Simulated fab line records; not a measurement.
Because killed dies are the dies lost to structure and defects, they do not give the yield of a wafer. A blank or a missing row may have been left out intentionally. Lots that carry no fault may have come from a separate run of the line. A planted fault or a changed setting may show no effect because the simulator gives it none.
Chamber matching + flow gf180mcu + hdpcvd-02 running GF_STI_CVD_23: 3 sister chambers
The step deposits SiO2, target thk 650 nm, time 108.3 s. 6 wafers are shown with their chamber, then 7 later ones without.

## EACH WAFER AND ITS CHAMBER
| wafer  | chamber | pressure-mtorr (mTorr) | sih4-flow-sccm (sccm) |
|--------|---------|------------------------|-----------------------|
| L724.3 | 0       | 5.998                  | 60.31                 |
| L725.3 | 0       | 6.015                  | 60.31                 |
| L725.6 | 1       | 5.999                  | 59.93                 |
| L727.1 | 2       | 5.978                  | 59.96                 |
| L727.4 | 1       | 6.021                  | 59.91                 |
| L727.6 | 2       | 5.980                  | 60.50                 |

## WAFERS WITHOUT THEIR CHAMBER
| wafer  | pressure-mtorr (mTorr) | sih4-flow-sccm (sccm) |
|--------|------------------------|-----------------------|
| L730.2 | 6.028                  | 59.83                 |
| L730.4 | 5.994                  | 60.02                 |
| L730.6 | 6.005                  | 59.99                 |
| L733.3 | 6.011                  | 60.46                 |
| L733.5 | 6.010                  | 60.28                 |
| L735.3 | 5.987                  | 59.76                 |
| L735.4 | 5.973                  | 59.92                 |

## THE CHAMBER EACH PASSED THROUGH
| wafer  | from the rows above          | in truth |
|--------|------------------------------|----------|
| L730.2 | can't be placed: 1 or 0      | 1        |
| L730.4 | can't be placed: 1 or 2 or 0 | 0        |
| L730.6 | can't be placed: 1 or 0 or 2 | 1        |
| L733.3 | can't be placed: 0 or 1      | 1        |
| L733.5 | can't be placed: 0 or 1      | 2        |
| L735.3 | can't be placed: 1 or 2 or 0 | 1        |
| L735.4 | can't be placed: 2 or 1 or 0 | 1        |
Placed correctly: 0 of 7. From these rows, 7 cannot be placed; in 6 the true chamber is one of the candidates. Placed wrongly: 0.
How it was worked out, from the rows above alone: a wafer's distance from a chamber is the root of the sum, over the readings, of the square of ((its reading less the chamber's mean) divided by the reading's scatter). The wafer belongs to the nearest chamber; if the next one is less than 2 further off, it can't be placed. A chamber's mean is the mean of its shown wafers. The scatter: take each reading less its chamber's mean, square it, sum over the shown wafers, divide by the number of wafers less the number of chambers, and take the root.
